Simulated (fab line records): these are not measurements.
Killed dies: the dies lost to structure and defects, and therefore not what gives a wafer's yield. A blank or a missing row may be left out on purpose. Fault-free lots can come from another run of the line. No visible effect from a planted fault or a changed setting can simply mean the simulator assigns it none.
Which tool is to blame? + flow gf180mcu + 36 wafers from 12 lots sampled at 4 of the route's 602 steps

## WHAT THE GAUGES SHOWED, per wafer
GF_PSD_RS_MEAS_14: a four-point-probe measurement.
| lot  | measured     | on            | NSD_RS (ohm/sq)   |
|------|--------------|---------------|-------------------|
| L370 | day 14 17:53 | film_metro-01 | 46.35 46.30 46.23 |
| L372 | day 15 07:29 | film_metro-02 | 46.41 46.44 46.47 |
| L373 | day 15 13:07 | film_metro-02 | 46.36 46.38 46.48 |
| L374 | day 16 08:41 | film_metro-03 | 46.48 46.57 46.47 |
| L376 | day 16 21:07 | film_metro-03 | 46.47 46.55 46.45 |
| L380 | day 18 14:32 | film_metro-02 | 46.49 46.41 46.44 |
| L381 | day 18 16:55 | film_metro-03 | 44.34 44.36 44.37 |
| L382 | day 18 23:57 | film_metro-01 | 44.39 44.47 44.56 |
| L384 | day 20 09:38 | film_metro-03 | 46.40 46.53 46.52 |
| L387 | day 20 21:21 | film_metro-03 | 46.49 46.48 46.49 |
| L390 | day 21 19:57 | film_metro-03 | 46.24 46.25 46.30 |
| L392 | day 22 09:55 | film_metro-01 | 46.32 46.43 46.40 |

GF_PSD_RS_MEAS_15: a four-point-probe measurement.
| lot  | measured     | on            | PSD_RS (ohm/sq)      |
|------|--------------|---------------|----------------------|
| L370 | day 14 18:01 | film_metro-01 | 107.91 108.03 108.12 |
| L372 | day 15 07:37 | film_metro-02 | 107.95 107.96 108.24 |
| L373 | day 15 13:14 | film_metro-02 | 108.60 108.31 108.35 |
| L374 | day 16 08:49 | film_metro-03 | 108.54 108.84 108.93 |
| L376 | day 16 21:14 | film_metro-03 | 108.45 108.26 108.35 |
| L380 | day 18 14:39 | film_metro-02 | 108.61 108.52 108.33 |
| L381 | day 18 17:02 | film_metro-03 | 103.85 104.14 103.66 |
| L382 | day 19 00:04 | film_metro-01 | 104.01 104.10 104.23 |
| L384 | day 20 09:46 | film_metro-03 | 108.24 108.26 108.54 |
| L387 | day 20 21:28 | film_metro-03 | 108.65 108.65 108.79 |
| L390 | day 21 20:04 | film_metro-03 | 107.97 107.61 107.69 |
| L392 | day 22 10:02 | film_metro-01 | 108.62 108.20 108.44 |

GF_M3_OVL_MEAS_15.
| lot  | measured     | on         | M3_OVL (nm) |
|------|--------------|------------|-------------|
| L370 | day 22 01:38 | overlay-02 | -9 -3 -9    |
| L372 | day 22 13:25 | overlay-02 | -9 -3 -4    |
| L373 | day 22 18:40 | overlay-02 | 3 1 5       |
| L374 | day 23 16:36 | overlay-02 | -6 -2 -5    |
| L376 | day 24 03:44 | overlay-02 | 2 -12 0     |
| L380 | day 25 17:28 | overlay-01 | 5 9 12      |
| L381 | day 25 20:43 | overlay-01 | -5 1 -1     |
| L382 | day 26 01:44 | overlay-01 | -5 -1 -3    |
| L384 | day 27 06:34 | overlay-01 | 0 5 7       |
| L387 | day 27 17:59 | overlay-02 | -2 -4 -2    |
| L390 | day 28 12:16 | overlay-02 | 3 3 3       |
| L392 | day 28 21:58 | overlay-01 | -1 1 4      |

## WHAT TOOL EACH LOT RAN ON (gives the tool, then ch and the chambers of the sampled wafers, and finally the start)
| lot  | GF_PSD_RTA_13                    |
|------|----------------------------------|
| L370 | rtp_anneal-02 ch 0, day 14 17:48 |
| L372 | rtp_anneal-02 ch 0, day 15 07:25 |
| L373 | rtp_anneal-02 ch 0, day 15 13:01 |
| L374 | rtp_anneal-02 ch 0, day 16 08:36 |
| L376 | rtp_anneal-01 ch 0, day 16 21:02 |
| L380 | rtp_anneal-02 ch 0, day 18 14:26 |
| L381 | rtp_anneal-02 ch 0, day 18 16:50 |
| L382 | rtp_anneal-02 ch 0, day 18 23:47 |
| L384 | rtp_anneal-01 ch 0, day 20 09:33 |
| L387 | rtp_anneal-01 ch 0, day 20 21:15 |
| L390 | rtp_anneal-01 ch 0, day 21 19:52 |
| L392 | rtp_anneal-01 ch 0, day 22 09:48 |
- GF_PSD_RTA_13: time 20 s.

## AS READ BY THE TOOLS THEMSELVES (means over the sampled wafers that have a number; for cases with no such wafer, the mark the record gives instead)
GF_PSD_RTA_13.
| lot  | tool          | chamber_o2_ppm | lamp_power_pct (%) | run_length_s (s) | wafer_temp_C_max |
|------|---------------|----------------|--------------------|------------------|------------------|
| L370 | rtp_anneal-02 | 1.964          | 28                 | 48.4             | 1029.5           |
| L372 | rtp_anneal-02 | 2.007          | 28                 | 48.6             | 1027.9           |
| L373 | rtp_anneal-02 | 2.010          | 28                 | 48.5             | 1028.3           |
| L374 | rtp_anneal-02 | 2.023          | 28                 | 48.3             | 1028.9           |
| L376 | rtp_anneal-01 | 1.986          | 36                 | 48.7             | 1030.6           |
| L380 | rtp_anneal-02 | 2.002          | 28                 | 48.5             | 1028.7           |
| L381 | rtp_anneal-02 | 1.981          | 28                 | 57.2             | 1028.5           |
| L382 | rtp_anneal-02 | 1.974          | 28                 | 59.3             | 1028.5           |
| L384 | rtp_anneal-01 | 2.005          | 36                 | 48.9             | 1030.3           |
| L387 | rtp_anneal-01 | 1.982          | 36                 | 48.7             | 1030.3           |
| L390 | rtp_anneal-01 | 2.002          | 36                 | 48.9             | 1029.3           |
| L392 | rtp_anneal-01 | 1.971          | 36                 | 48.9             | 1030.6           |

## THE ANSWER, worked out from the rows above alone
Rule: the lots themselves supply what counts as usual. Put in order of their means at a reading, lots are off if they are a third of the lots or fewer, leave a main group of 4 or more, and stand apart from it by a gap of 3 or more times the standard deviation of the main group's means; of several such gaps the widest counts. A main group is skipped when, at the precision printed for the reading in the tables above, its means are all equal. A lot without any number at a reading at which 4 lots or more have one is off too. Any other lot the step has rows for is counted as sound. First the gauges in route order, then the tools' own readings, where a lot's mean is used as printed above. At the first step where some lot is off, the reading lying furthest off is the one used; lots without a number count as furthest.
Off: at GF_PSD_RS_MEAS_14 (NSD_RS), L381, L382. Mean 46.42 ohm/sq and standard deviation 0.08 in the main group.
If a tool, at a process step before that reading, ran all the lots that are off and no sound lot after the first of them, it fits. Not tried: the gauges at GF_PSD_RS_MEAS_14; whatever is off there is also off at GF_PSD_RTA_13, on other tools, and gauge error can't account for it. One fits: rtp_anneal-02 at GF_PSD_RTA_13. A fault onset in the window from L380 (day 18 14:26, its last sound lot) to L381 (day 18 16:50, its first lot off) fits.
On the lots that are off, the tool's own readings at GF_PSD_RTA_13 differ by more than 5 times the standard deviation of the sound lots' means, which bears it out; run_length_s reads 58.2 s there versus 48.6 s on the sound lots.

## WHAT HAD BEEN PUT IN BY THE SIMULATOR
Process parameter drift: rtp_anneal-02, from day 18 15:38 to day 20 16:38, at GF_PSD_RTA_13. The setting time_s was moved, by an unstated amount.
Lots struck among those shown: L381, L382. The rule above reached the same finding.
